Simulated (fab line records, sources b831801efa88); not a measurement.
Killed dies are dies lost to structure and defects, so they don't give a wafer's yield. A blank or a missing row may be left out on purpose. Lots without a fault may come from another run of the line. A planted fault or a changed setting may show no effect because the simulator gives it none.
fab line records | flow gf180mcu
record lots=5 wafers=15 last_day=33
route steps=602 shown HV_LDD@200
lots that met no fault: from a run of the same line without faults
start_h: hours from the record's first day to the start of the lot's first wafer shown | wait_h: hours since the lot's step before | " the same as in the row above | L1.1+2: a row that stands for several wafers | - no value, or no start given | * or withheld: withheld | < > ~ a bound
route shown NAME@n: a module of which the file shows steps, and the number in the route of the first | usual: mean/standard deviation of fault-free wafers | same: alike in all rows | chamber/n: place in a boat | sites: the reading at each site | _std_site: their standard deviation | _edge_site: outer sites' mean less inner sites' | radius_mm: how far each site lies from the wafer's centre | mask NAME#n: copy n | behind: the tool/chamber that last shaped the wafer | hold: why the lot was held/for how many hours/how that ended | device: the transistor (n, p or np) that didn't switch | end of line: the same wafers' tests at the end of the route | a step without rows: its recipe alone | killed: dies lost to structure and defects at the first sort, not the wafer's yield | map: a wafer's dies, x killed, . not, _ none there
set.NAME: the setting as run; set.NAME@STEP: as run at that earlier step | model.NAME: the simulator's own value behind a step, which no gauge read
lots at some steps of the route; a table a step, a row a wafer
services: from which hour (start_h, from the record's first day; less than 0 if before it) a tool's chamber was out of use, for how many hours, and why
## steps
# step GF_HV_LDD_DEHYDRATE_24
# recipe temp_c=200 time_s=60
# columns lot.wafer tool chamber start_h wait_h
L080.1+3+5 litho_track-01 0 292.22 9.7
L081.1+3+5 litho_track-04 0 300.54 9.6
L084.2+3+4 litho_track-01 0 316.75 9.4
L086.1+2+6 litho_track-02 0 335.21 10.2
L091.1+2+5 litho_track-04 0 374.59 10.8
# step GF_HV_LDD_HMDS_25
# recipe prime_time_s=60 prime_temp_c=120
# columns lot.wafer tool chamber start_h wait_h
L080.1+3+5 litho_track-01 0 292.37 0.1
L081.1+3+5 litho_track-04 0 300.69 0.1
L084.2+3+4 litho_track-01 0 316.90 0.1
L086.1+2+6 litho_track-02 0 335.36 0.1
L091.1+2+5 litho_track-04 0 374.74 0.1
# step GF_HV_LDD_COAT_26
# recipe resist=NOVOLAK spin_rpm=3000 resist_thk_nm=1000
# usual spin_speed_rpm=3000.3/1.8
# columns lot.wafer tool chamber start_h wait_h spin_speed_rpm
L080.1 litho_track-01 0 292.52 0.1 3001.0
L080.3 " 0 " " 3000.4
L080.5 " 0 " " 3000.5
L081.1 litho_track-04 0 300.84 0.1 3001.6
L081.3 " 0 " " 2998.8
L081.5 " 0 " " 3001.9
L084.2 litho_track-01 0 317.05 0.1 3000.1
L084.3 " 0 " " 2998.3
L084.4 " 0 " " 3000.1
L086.1 litho_track-02 0 335.51 0.1 2999.1
L086.2 " 0 " " 2999.0
L086.6 " 0 " " 2999.7
L091.1 litho_track-04 0 374.89 0.1 2999.6
L091.2 " 0 " " 2998.4
L091.5 " 0 " " 2998.9
# step GF_HV_LDD_SOFTBAKE_27
# recipe temp_c=90 time_s=60 resist=NOVOLAK
# columns lot.wafer tool chamber start_h wait_h
L080.1+3+5 litho_track-01 0 292.67 0.1
L081.1+3+5 litho_track-04 0 300.99 0.1
L084.2+3+4 litho_track-01 0 317.20 0.1
L086.1+2+6 litho_track-02 0 335.66 0.1
L091.1+2+5 litho_track-04 0 375.04 0.1
# step GF_HV_LDD_EXPOSE_28
# recipe mask_id=Nplus_HV_AREA target_cd_nm=400 na=0.6 source_shape=conventional sigma_outer=0.6 dose_mj=140
# usual stage_vel_mm_s=500.00/0.26
# same sigma_outer=0.6
# columns lot.wafer tool chamber start_h wait_h mask stage_vel_mm_s
L080.1 iline_stepper-01 0 - - Nplus_HV_AREA#0 499.88
L080.3 " 0 " " Nplus_HV_AREA#0 499.56
L080.5 " 0 " " Nplus_HV_AREA#0 499.71
L081.1 iline_stepper-02 0 - - Nplus_HV_AREA#0 499.80
L081.3 " 0 " " Nplus_HV_AREA#0 500.04
L081.5 " 0 " " Nplus_HV_AREA#0 499.72
L084.2 iline_stepper-02 0 - - Nplus_HV_AREA#0 499.78
L084.3 " 0 " " Nplus_HV_AREA#0 500.16
L084.4 " 0 " " Nplus_HV_AREA#0 499.94
L086.1 iline_stepper-02 0 - - Nplus_HV_AREA#0 499.70
L086.2 " 0 " " Nplus_HV_AREA#0 499.87
L086.6 " 0 " " Nplus_HV_AREA#0 500.44
L091.1 iline_stepper-01 0 - - Nplus_HV_AREA#0 499.91
L091.2 " 0 " " Nplus_HV_AREA#0 500.03
L091.5 " 0 " " Nplus_HV_AREA#0 499.86
# step GF_HV_LDD_PEB_29
# recipe temp_c=withheld time_s=* resist=NOVOLAK
# columns lot.wafer tool chamber start_h wait_h
L080.1+3+5 litho_track-01 0 - -
L081.1+3+5 litho_track-02 0 - -
L084.2+3+4 litho_track-04 0 - -
L086.1+2+6 litho_track-01 0 - -
L091.1+2+5 litho_track-01 0 - -
# step GF_HV_LDD_DEVELOP_30
# recipe develop_time_s=60 dev_temp_c=23
# columns lot.wafer tool chamber start_h wait_h
L080.1+3+5 litho_track-01 0 302.42 0.1
L081.1+3+5 litho_track-02 0 311.51 0.1
L084.2+3+4 litho_track-04 0 327.37 0.1
L086.1+2+6 litho_track-01 0 345.92 0.1
L091.1+2+5 litho_track-01 0 385.92 0.1
# step GF_HV_LDD_CD_MEAS_31
# recipe target_cd_nm=400
# usual cd_nm=399.6/1.9
# columns lot.wafer tool chamber start_h wait_h cd_nm
L080.1 cd_sem-02 - 302.57 0.1 400.1
L080.3 " - " " 400.8
L080.5 " - " " 400.0
L081.1 cd_sem-02 - 311.66 0.1 398.3
L081.3 " - " " 399.2
L081.5 " - " " 399.8
L084.2 cd_sem-02 - 327.51 0.1 397.3
L084.3 " - " " 396.4
L084.4 " - " " 397.1
L086.1 cd_sem-01 - 346.07 0.1 401.6
L086.2 " - " " 402.7
L086.6 " - " " 400.0
L091.1 cd_sem-01 - 386.07 0.1 401.4
L091.2 " - " " 403.6
L091.5 " - " " 399.9
# step GF_HV_LDD_OVL_MEAS_32
# usual HV_LDD_02_OVL=0.1/1.5
# columns lot.wafer tool chamber start_h wait_h HV_LDD_02_OVL[nm]
L080.1 overlay-02 - 302.69 0.1 -0.2
L080.3 " - " " -1.2
L080.5 " - " " -1.1
L081.1 overlay-01 - 311.78 0.1 0.8
L081.3 " - " " 0.4
L081.5 " - " " 1.7
L084.2 overlay-02 - 327.62 0.1 -2.2
L084.3 " - " " 1.0
L084.4 " - " " -2.8
L086.1 overlay-02 - 346.19 0.1 1.1
L086.2 " - " " -0.9
L086.6 " - " " -0.5
L091.1 overlay-02 - 386.19 0.1 -1.0
L091.2 " - " " 0.6
L091.5 " - " " -1.6
# step GF_HV_LDD_IMPLANT_33
# recipe species=P energy_kev=60 dose_cm2=7.5e+12 tilt_deg=30 rotation_deg=0
# usual beam_energy_keV=60.000/0.021
# columns lot.wafer tool chamber start_h wait_h beam_energy_keV
L080.1 implanter-03 0 302.73 0.0 60.008
L080.3 " 0 " " 59.985
L080.5 " 0 " " 59.988
L081.1 implanter-04 0 311.82 0.0 60.025
L081.3 " 0 " " 60.059
L081.5 " 0 " " 60.014
L084.2 implanter-04 0 327.67 0.0 60.014
L084.3 " 0 " " 60.011
L084.4 " 0 " " 60.003
L086.1 implanter-01 0 346.23 0.0 59.973
L086.2 " 0 " " 59.983
L086.6 " 0 " " 59.978
L091.1 implanter-04 0 386.23 0.0 60.053
L091.2 " 0 " " 60.024
L091.5 " 0 " " 59.974
# step GF_HV_LDD_IMPLANT_34
# recipe species=P energy_kev=60 dose_cm2=7.5e+12 tilt_deg=30 rotation_deg=90
# usual beam_energy_keV=60.000/0.018
# columns lot.wafer tool chamber start_h wait_h beam_energy_keV
L080.1 implanter-03 0 302.88 0.1 59.984
L080.3 " 0 " " 60.002
L080.5 " 0 " " 60.013
L081.1 implanter-04 0 311.97 0.1 60.015
L081.3 " 0 " " 59.999
L081.5 " 0 " " 60.013
L084.2 implanter-04 0 327.82 0.1 60.009
L084.3 " 0 " " 59.984
L084.4 " 0 " " 60.014
L086.1 implanter-01 0 346.38 0.1 60.023
L086.2 " 0 " " 60.021
L086.6 " 0 " " 60.013
L091.1 implanter-04 0 386.38 0.1 60.026
L091.2 " 0 " " 60.041
L091.5 " 0 " " 60.023
# step GF_HV_LDD_IMPLANT_35
# recipe species=P energy_kev=60 dose_cm2=7.5e+12 tilt_deg=30 rotation_deg=180
# usual beam_energy_keV=60.005/0.019
# columns lot.wafer tool chamber start_h wait_h beam_energy_keV
L080.1 implanter-03 0 303.03 0.1 59.978
L080.3 " 0 " " 59.984
L080.5 " 0 " " 59.974
L081.1 implanter-04 0 312.12 0.1 60.026
L081.3 " 0 " " 60.007
L081.5 " 0 " " 60.015
L084.2 implanter-04 0 327.97 0.1 59.971
L084.3 " 0 " " 59.983
L084.4 " 0 " " 59.993
L086.1 implanter-01 0 346.53 0.1 60.011
L086.2 " 0 " " 59.995
L086.6 " 0 " " 60.015
L091.1 implanter-04 0 386.53 0.1 59.979
L091.2 " 0 " " 60.014
L091.5 " 0 " " 60.016
# step GF_HV_LDD_IMPLANT_36
# recipe species=P energy_kev=60 dose_cm2=7.5e+12 tilt_deg=30 rotation_deg=270
# usual beam_energy_keV=59.998/0.021
# columns lot.wafer tool chamber start_h wait_h beam_energy_keV
L080.1 implanter-03 0 303.18 0.1 60.015
L080.3 " 0 " " 60.020
L080.5 " 0 " " 60.009
L081.1 implanter-04 0 312.27 0.1 60.030
L081.3 " 0 " " 59.984
L081.5 " 0 " " 59.991
L084.2 implanter-04 0 328.12 0.1 60.000
L084.3 " 0 " " 60.018
L084.4 " 0 " " 60.025
L086.1 implanter-01 0 346.68 0.1 59.997
L086.2 " 0 " " 59.980
L086.6 " 0 " " 60.003
L091.1 implanter-04 0 386.68 0.1 60.001
L091.2 " 0 " " 59.971
L091.5 " 0 " " 60.011
# step GF_HV_LDD_STRIP_37
# recipe chemistry=O2/N2 power_w=1400 pressure_mtorr=1500 platen_temp_c=250 o2_flow_sccm=3000 n2_flow_sccm=300 overash_fraction=0.5
# usual drypump_motor_current_A=6.00/0.29 heater_power_w=350/34 oes_product_au=0.716/0.0042 strip_time_to_endpoint_s=12.64/0.031
# same overash_fraction=0.5
# columns lot.wafer tool chamber start_h wait_h drypump_motor_current_A heater_power_w oes_product_au rf_hours_counter_h strip_time_to_endpoint_s
L080.1 plasma_asher-03 0 303.33 0.1 6.00 291 0.718 20 12.60
L080.3 " 1 " " 5.67 316 0.713 - 12.59
L080.5 " 0 " " 5.98 289 0.717 - 12.55
L081.1 plasma_asher-03 0 312.42 0.1 6.00 297 0.719 21 12.63
L081.3 " 1 " " 5.67 320 0.718 - 12.64
L081.5 " 1 " " 5.67 311 0.721 - 12.58
L084.2 plasma_asher-02 0 328.25 0.1 6.13 327 0.711 50 12.70
L084.3 " 1 " " 6.02 370 0.713 - 12.66
L084.4 " 0 " " 6.10 334 0.712 - 12.68
L086.1 plasma_asher-02 0 346.83 0.1 6.12 331 0.719 52 12.65
L086.2 " 1 " " 6.00 377 0.720 52 12.65
L086.6 " 1 " " 6.00 367 0.712 - 12.67
L091.1 plasma_asher-02 0 386.83 0.1 6.14 328 0.715 56 12.67
L091.2 " 1 " " 6.01 386 0.720 56 12.65
L091.5 " 1 " " 6.01 379 0.722 - 12.70
# step GF_HV_LDD_TW_MEAS_38
# usual HV_LDD_3_TW=1422/8.5
# columns lot.wafer tool chamber start_h wait_h HV_LDD_3_TW
L080.1 film_metro-01 - 303.43 0.1 1411
L080.3 " - " " 1419
L080.5 " - " " 1407
L081.1 film_metro-01 - 312.52 0.1 1421
L081.3 " - " " 1416
L081.5 " - " " 1415
L084.2 film_metro-04 - 328.36 0.1 1434
L084.3 " - " " 1433
L084.4 " - " " 1428
L086.1 film_metro-03 - 346.93 0.1 1429
L086.2 " - " " 1426
L086.6 " - " " 1424
L091.1 film_metro-01 - 386.93 0.1 1413
L091.2 " - " " 1410
L091.5 " - " " 1410
## services
# columns tool chamber start_h hours kind
implanter-04 - 284.82 2.5 repair
implanter-04 - 285.08 4.4 repair
implanter-03 - 291.23 8.3 repair
plasma_asher-02 - 291.32 2.8 pm
implanter-03 - 305.57 3.8 repair
plasma_asher-02 - 308.26 4.3 repair
litho_track-04 - 316.15 - consumable_replace:filter
plasma_asher-02 - 331.13 5.5 repair
iline_stepper-01 - 333.15 4.4 pm
plasma_asher-03 - 337.96 14.6 pm
implanter-03 - 341.72 2.8 repair
iline_stepper-01 - 365.05 1.7 pm
implanter-03 - 367.02 4.2 repair
implanter-01 - 384.72 4.7 pm
iline_stepper-02 - 384.84 1.7 pm
## key
fault none
